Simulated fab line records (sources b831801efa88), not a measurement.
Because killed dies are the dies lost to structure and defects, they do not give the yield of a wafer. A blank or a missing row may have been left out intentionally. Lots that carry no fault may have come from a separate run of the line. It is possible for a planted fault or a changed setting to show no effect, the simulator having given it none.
Comparing a struck lot with a sound one ; flow sky130 ; 31 out of 708 route steps
Sound: wafers L879.1, L879.2, L879.5. Wafers struck: L883.3, L883.4, L883.5. The cause is given at the end.
Order at every step that has rows: each side's tool, ch and its chambers, its first start. Under that, the readings that differ: sound wafers ; struck wafers ; difference of the means ; sigmas: that difference in standard deviations of wafers without a fault.
alike: readings with means less than 2 such deviations apart, plus words and numbers identical on both sides. not compared: withheld readings, readings lacking a value on some wafer, bounds such as >300 that could conceal the same value, and numbers that have no deviation in the record and whose values overlap.
Wherever a step has rows on one side only, a row that says differs or no value, or a row with sigmas, the two part there. Non-overlapping numbers with no deviation appear without sigmas and do not part them. A reading that every wafer of one side lacks parts them only if that side has two wafers or more.

first, 1 step without rows for these wafers: SKY_PWDE_IMPLANT_08.
SKY_PWDE_STRIP_09: strips in O2/N2.
  sound on plasmaAsher-04 ch 0,1, day 5 00:22; struck on plasmaAsher-04 ch 0,1, day 6 00:50
  alike: drypumpMotorCurrentA, oesProductAu, stripTimeToEndpointS
  not compared: rfHoursCounterH
SKY_PWDE_TW_MEAS_10:
  struck on filmMetro-01, day 6 00:55; sound on filmMetro-03, day 5 00:28
  alike: PWDE_TW
then, 7 steps without rows for these wafers: SKY_NWELL_DEHYDRATE_03 (time 60 s); SKY_NWELL_HMDS_04 (prime time 60 s); SKY_NWELL_COAT_05 (resist thk 3000 nm); SKY_NWELL_SOFTBAKE_06; SKY_NWELL_EXPOSE_07 (exposes mask NWM, target cd 840 nm); SKY_NWELL_PEB_08; SKY_NWELL_DEVELOP_09 (develop time 60 s).
SKY_NWELL_OVL_MEAS_10:
  struck on overlay-01, day 6 19:43; sound on overlay-02, day 5 19:35
  alike: NWELL_00_OVL
next, for these wafers, 1 step has no rows: SKY_NWELL_IMPLANT_11.
SKY_NWELL_IMPLANT_12:
  sound on implanter-01 ch 0, day 5 19:47; struck on implanter-02 ch 0, day 6 19:56
reading;sound;struck;difference;sigmas
doseIonsCm2;1.2995e+12 1.2983e+12 1.3021e+12;9.51e+11 9.508e+11 9.513e+11;-3.49e+11;-99 or more
faradayCurrentUA;7.48 7.51 7.33;5.27 5.31 5.34;-2.13;-14
  alike: endStationPressureTorr
next, for these wafers, 1 step has no rows: SKY_NWELL_IMPLANT_13.
SKY_NWELL_STRIP_14: strips in O2/N2.
  sound on plasmaAsher-03 ch 0,1, day 5 20:05; struck on plasmaAsher-02 ch 0,1, day 6 20:13
reading;sound;struck;difference;sigmas
stripTimeToEndpointS (s);37.10 37.05 37.10;36.83 36.84 36.71;-0.29;-2
  alike: drypumpMotorCurrentA, oesProductAu
  not compared: rfHoursCounterH
SKY_NWELL_TW_MEAS_15:
  struck on filmMetro-01, day 6 20:19; sound on filmMetro-03, day 5 20:11
  alike: NWELL_TW
then, 7 steps without rows for these wafers: SKY_NWELL_DEHYDRATE_16 (time 60 s); SKY_NWELL_HMDS_17 (prime time 60 s); SKY_NWELL_COAT_18 (resist thk 3000 nm); SKY_NWELL_SOFTBAKE_19; SKY_NWELL_EXPOSE_20 (exposes mask NWM COMPLEMENT, target cd 840 nm); SKY_NWELL_PEB_21; SKY_NWELL_DEVELOP_22 (develop time 60 s).
SKY_NWELL_OVL_MEAS_23:
  struck on overlay-02, day 7 15:51; sound on overlay-01, day 6 15:01
  alike: NWELL_01_OVL
next, for these wafers, 1 step has no rows: SKY_NWELL_IMPLANT_24.
SKY_NWELL_STRIP_25: strips in O2/N2.
  sound on plasmaAsher-02 ch 0,1, day 6 15:12; struck on plasmaAsher-03 ch 0,1, day 7 16:04
  alike: drypumpMotorCurrentA, oesProductAu, stripTimeToEndpointS
  not compared: rfHoursCounterH
SKY_NWELL_TW_MEAS_26:
  struck on filmMetro-02, day 7 16:09; sound on filmMetro-02, day 6 15:18
  alike: NWELL_2_TW
then, 1 step without rows for these wafers: SKY_NWELL_CLEAN_27 (cleans in SC1/SC2, time 150 s).
SKY_NWELL_RTA_28: time 30 s.
  sound on rtpAnneal-01 ch 0, day 6 15:25; struck on rtpAnneal-02 ch 0, day 7 16:19
  alike: lampPowerPct, wafer_temp_C_max
SKY_NWELL_RS_MEAS_29: measures by four-point-probe.
  struck on filmMetro-03, day 7 16:26; sound on filmMetro-01, day 6 15:31
reading;sound;struck;difference;sigmas
NWELL_RS (ohm/sq);622.3 624.0 622.8;635.7 636.5 637.0;+13.4;+10
-- the record jumps here: 41 days lie between the struck wafers' starts before and after (it left off in module NWELL and takes up again in module PAD_OPEN, whose first step shown is number 708 of the route) --
SKY_PAD_OPEN_PROBE_99:
  struck on prober-02, day 48 09:02; sound on prober-01, day 47 10:38
reading;sound;struck;difference;sigmas
killedAtContacts;36 36 27;18 22 18;-14;-2
model.etest.nfet_16v.rOnOhmUm;1.411e+04 1.416e+04 1.411e+04;1.504e+04 1.494e+04 1.496e+04;+8.533e+02;
model.etest.tip_p_5v.rsOhmSq;2855 2842 2854;2799 2799 2791;-54;
model.etest.pfet_01v8_lvt.driveUaUm;172.6 171.9 171.5;179.8 182.5 181;+9.1;
model.etest.pfetG5v0d10v5.offLog10AUm;-12.56 -12.51 -12.54;-11.21 -11.03 -11.01;+1.45;
model.etest.pfet_01v8_lvt.offLog10AUm;-9.004 -9.177 -9.32;-8.541 -8.515 -8.241;+0.735;
  alike: killed_at_M0_to_M3, killed_at_M4_up, killedAtFrontEnd, killedAtOther, killedDies, killedOpen, killedShort
  not compared: model.etest.pfetG5v0d10v5.rOnOhmUm, model.etest.pfetG5v0d10v5.driveUaUm, model.etest.pfet_16v.driveUaUm

WHERE THEY PART
Earliest at SKY_NWELL_IMPLANT_12; latest, in this record, at SKY_PAD_OPEN_PROBE_99.

WHY: whatever the simulator had introduced
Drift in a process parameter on implanter-02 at SKY_NWELL_IMPLANT_12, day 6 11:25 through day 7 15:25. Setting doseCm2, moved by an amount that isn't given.
